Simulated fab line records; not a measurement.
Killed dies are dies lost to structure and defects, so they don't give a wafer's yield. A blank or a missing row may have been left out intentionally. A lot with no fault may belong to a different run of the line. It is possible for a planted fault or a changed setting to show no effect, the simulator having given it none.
A lot that was struck, set against a sound lot / flow gf180mcu / 37 out of 602 route steps
Sound: wafers L778.2, L778.4, L778.6. Struck: wafers L784.2, L784.3, L784.5. The cause comes at the end.
For every step that has rows: the tool of each side, followed by ch and its chambers, followed by its first start. Under that, the readings that differ: sound wafers / struck wafers / difference of the means / sigmas: that difference in standard deviations of wafers without a fault.
alike: same words and numbers on both sides, and readings whose means sit less than 2 such deviations apart. not compared: any withheld reading, any reading some wafer has no value for, any bound like >300 that may hide the same value, and any number with overlapping values for which the record gives no deviation.
The two part at a step that has a row with sigmas, a row that says differs or no value, or rows on one side only. Numbers that don't overlap but have no deviation are shown without sigmas and don't part them. Lack of a reading on every wafer of one side parts them only where that side has two or more wafers.

first, 2 steps without rows for these wafers: GF_M4_PEB_12 (peb time 90 s); GF_M4_DEVELOP_13 (develop time 60 s).
GF_M4_CD_MEAS_14: target cd 280 nm.
  sound on cd_sem-02 at day 24 16:05; struck on cd_sem-01 at day 27 00:02
reading=cd_nm (nm); sound=281.4 280.7 280.9; struck=278.4 279.0 278.0; difference=-2.5; sigmas=-3
GF_M4_OVL_MEAS_15:
  sound on overlay-02 at day 24 16:12; struck on overlay-01 at day 27 00:09
  alike: M4_OVL
GF_M4_METAL_ETCH_16: etches the open film in Cl2/BCl3, stops on SiO2, target depth 627.5 nm, time 104.6 s.
  sound on rie_metal-02 ch 0,1, day 24 16:14; struck on rie_metal-02 ch 0,1, day 27 00:11
  alike: drypump_motor_current_A, oes_product_au, throttle_valve_pct
  not compared: rf_hours_counter_h
GF_M4_STRIP_17: strips in O2/N2.
  sound on plasma_asher-02 ch 0,1, day 24 16:20; struck on plasma_asher-02 ch 0,1, day 27 00:17
  alike: drypump_motor_current_A, heater_power_w, oes_product_au, strip_time_to_endpoint_s
  not compared: rf_hours_counter_h
then, 3 steps without rows for these wafers: GF_M4_STRIP_18 (strips in post etch residue remover, time 1200 s); GF_M4_CLEAN_19 (cleans in DIW); GF_V4_CVD_00 (deposits SiO2, target thk 600 nm, time 100 s).
GF_V4_THK_MEAS_01:
  sound on film_metro-01 at day 24 16:58; struck on film_metro-03 at day 27 00:55
  alike: V4_CVD_00_THK
then, 1 step without rows for these wafers: GF_V4_CVD_02 (deposits SiO2 from TEOS, target thk 850 nm, time 94.851 s).
GF_V4_THK_MEAS_03:
  sound on film_metro-01 at day 24 17:05; struck on film_metro-01 at day 27 01:02
  alike: V4_CVD_02_THK
GF_V4_CMP_04: polishes SiO2.
  sound on cmp-02 ch 1,3, day 24 17:08; struck on cmp-02 ch 1,2,3, day 27 01:08
reading=time_to_endpoint_s (s); sound=83 88 84; struck=22 25 24; difference=-61; sigmas=-13
reading=model.SiO2_of_V4_CVD_02.thk_nm (nm); sound=633.2 632.2 633.5; struck=790.5 790.1 790.1; difference=+157.3; sigmas=
  alike: motor_current_A
GF_V4_BOW_MEAS_05:
  sound on film_metro-04 at day 24 17:28; struck on film_metro-04 at day 27 01:28
  alike: V4_BOW
then, 8 steps without rows for these wafers: GF_V4_DEHYDRATE_06 (time 60 s); GF_V4_HMDS_07 (prime time 60 s); GF_V4_COAT_08; GF_V4_COAT_09 (resist thk 1000 nm); GF_V4_SOFTBAKE_10 (time 60 s); GF_V4_EXPOSE_11 (exposes mask Via4, target cd 260 nm); GF_V4_PEB_12 (peb time 90 s); GF_V4_DEVELOP_13 (develop time 60 s).
GF_V4_CD_MEAS_14: target cd 260 nm.
  sound on cd_sem-02 at day 25 15:22; struck on cd_sem-01 at day 27 21:10
  alike: cd_nm
GF_V4_OVL_MEAS_15:
  sound on overlay-01 at day 25 15:29; struck on overlay-02 at day 27 21:16
  alike: V4_OVL
then, 1 step without rows for these wafers: GF_V4_ETCH_16 (etches BARC in N2/H2).
GF_V4_ETCH_17: etches SiO2 in C4F8/O2/Ar, stops on TiN, target depth 630 nm.
  sound on rie_diel-01 ch 0,1; struck on rie_diel-01 ch 1,2,3
reading=oes_product_au (a.u.); sound=0.850 0.863 0.856; struck=0.976 0.984 0.978; difference=+0.123; sigmas=+26
reading=model.V4.feature_depth_nm (nm); sound=633.2 632.2 633.5; struck=790.5 790.1 790.1; difference=+157.3; sigmas=
reading=model.etch.depth_nm (nm); sound=633.2 632.2 633.5; struck=790.5 790.1 790.1; difference=+157.3; sigmas=
then, 3 steps without rows for these wafers: GF_V4_STRIP_18 (strips in O2/N2); GF_V4_STRIP_19 (strips in post etch residue remover, time 1200 s); GF_V4_CLEAN_20 (cleans in DIW).
GF_V4_SPUTTER_21: material Ti, target thk 15 nm, time 80.02 s.
  sound on pvd_sputter-04 at day 25 16:16; struck on pvd_sputter-04 at day 27 21:58
  alike: cathode_dc_power_W, throttle_valve_pct
then, 1 step without rows for these wafers: GF_V4_SPUTTER_22 (material TiN, target thk 10 nm, time 40 s).
GF_V4_CVD_23: deposits W, target thk 350 nm, time 104.9 s.
  sound on cvd_w-02 ch 0,1, day 25 16:22; struck on cvd_w-02 ch 0, day 27 22:04
  alike: heater_power_w
GF_V4_RS_MEAS_24: measures by four-point-probe.
  sound on film_metro-01 at day 25 16:29; struck on film_metro-01 at day 27 22:12
  alike: V4_W_RS
GF_V4_THK_MEAS_25: measures by xrf.
  sound on film_metro-01 at day 25 16:36; struck on film_metro-01 at day 27 22:19
  alike: V4_W_THK
GF_V4_CMP_26: polishes, stops on SiO2, t overpolish 15 s, target thk 0 nm.
  sound on cmp-01 ch 0,1, day 25 16:43; struck on cmp-01 ch 0,1, day 27 22:22
reading=model.SiO2_of_V4_CVD_02.thk_nm (nm); sound=629.4 628.4 629.7; struck=786.8 786.4 786.4; difference=+157.4; sigmas=
  alike: motor_current_A
GF_MIM_SPUTTER_00: material Ti, target thk 37.5 nm, time 150 s.
  sound on pvd_sputter-02 at day 25 17:01; struck on pvd_sputter-01 at day 27 22:40
reading=throttle_valve_pct (%); sound=28.9 27.9 28.0; struck=31.2 30.5 31.4; difference=+2.8; sigmas=+2
  alike: cathode_dc_power_W
-- the record jumps here: 4 days lie between the struck wafers' starts before and after (it left off in module MIM and takes up again in module PASSIVATION, whose first step shown is number 602 of the route) --
GF_PASSIVATION_PROBE_99:
  sound on prober-02 at day 30 03:53; struck on prober-02 at day 32 02:05
reading=model.etest.via4_chain.rc_ohm; sound=6.162 6.616 6.615; struck=7.868 8.075 7.26; difference=+1.270; sigmas=
reading=model.etest.met5_comb.leak_log10_a_um; sound=-11.92 -11.9 -12.04; struck=-11.25 -11.48 -11.66; difference=+0.49; sigmas=

## WHERE THEY PART
Last at GF_MIM_SPUTTER_00 as far as this record goes, first at GF_M4_CD_MEAS_14.

WHY: what the simulator had put in
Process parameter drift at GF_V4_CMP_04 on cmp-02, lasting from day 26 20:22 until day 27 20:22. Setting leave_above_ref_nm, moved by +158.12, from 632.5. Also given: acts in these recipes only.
